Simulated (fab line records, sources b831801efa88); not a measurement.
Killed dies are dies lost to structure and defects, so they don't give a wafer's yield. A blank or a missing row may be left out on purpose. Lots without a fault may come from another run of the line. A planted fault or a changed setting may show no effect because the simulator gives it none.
Which tool did it? | flow sky130 | 24 lots, 72 wafers sampled, at 1 step of a route of 708

WHAT THE GAUGES READ, wafer by wafer
SKY_SD_N_OVL_MEAS_08.
lot  | measured     | on         | SD_N_OVL (nm)
L074 | day 27 21:59 | overlay-01 | -1.9 -1.7 -1.3
L075 | day 28 08:13 | overlay-01 | 0.3 -1.2 0.6
L077 | day 29 00:58 | overlay-01 | -0.7 -0.8 0.3
L076 | day 29 02:40 | overlay-01 | 1.2 0.9 -0.6
L078 | day 29 15:22 | overlay-01 | -0.9 -1.4 -1.8
L079 | day 29 22:09 | overlay-02 | -1.5 0.0 -0.4
L080 | day 30 02:12 | overlay-01 | 2.5 2.0 2.0
L081 | day 30 08:40 | overlay-01 | -2.2 -3.3 -0.5
L082 | day 31 05:04 | overlay-02 | -1.7 -0.8 -1.4
L084 | day 31 07:31 | overlay-02 | 1.2 1.3 1.1
L083 | day 31 09:04 | overlay-02 | 0.8 -0.1 -0.6
L085 | day 31 11:43 | overlay-01 | 3.3 3.6 0.3
L086 | day 32 09:58 | overlay-01 | 1.3 0.8 -0.6
L087 | day 32 10:34 | overlay-02 | -1.1 1.3 1.8
L088 | day 32 17:31 | overlay-02 | -0.7 -1.3 -1.1
L089 | day 32 19:41 | overlay-02 | -0.8 -0.2 -0.2
L090 | day 33 14:04 | overlay-02 | -0.3 0.0 -1.1
L091 | day 33 14:40 | overlay-02 | 0.5 0.1 2.6
L092 | day 34 06:46 | overlay-01 | 4.2 3.0 4.9
L093 | day 34 11:21 | overlay-02 | 0.0 0.2 0.8
L094 | day 34 14:10 | overlay-01 | -0.6 1.3 0.0
L095 | day 35 09:51 | overlay-01 | 0.0 0.7 0.4
L096 | day 35 16:43 | overlay-01 | -0.8 -0.3 -0.9
L097 | day 36 01:18 | overlay-01 | 0.4 1.1 0.7

WHICH TOOL RAN EACH LOT (tool, then ch and the chambers of the sampled wafers, then the start)
The record holds no process step before these readings.

WHAT THE TOOLS THEMSELVES READ (means of the sampled wafers that have a number; where no wafer has one, the mark that the record gives instead)
The record holds no such reading with a usual standard deviation.

THE ANSWER, worked out from the rows above alone
Rule: what is usual is taken from the lots themselves. Put in order of their means at a reading, lots are off if they are a third of the lots or fewer, leave a main group of 4 or more, and stand apart from it by a gap of 3 or more times the standard deviation of the main group's means; of several such gaps the widest counts. A main group whose means are all the same, to the digits that the tables above print for the reading, isn't used. A lot without any number at a reading at which 4 lots or more have one is off too. The other lots that the step has rows for count as sound. The gauges are gone through in route order, then the tools' own readings, and for those a lot's mean is taken as printed above. The first step at which some lot is off is used, and at that step the reading that is off furthest; a lot without a number counts as furthest.
No lot is off at any reading shown: from this, nothing can be told.

WHAT THE SIMULATOR HAD PUT IN
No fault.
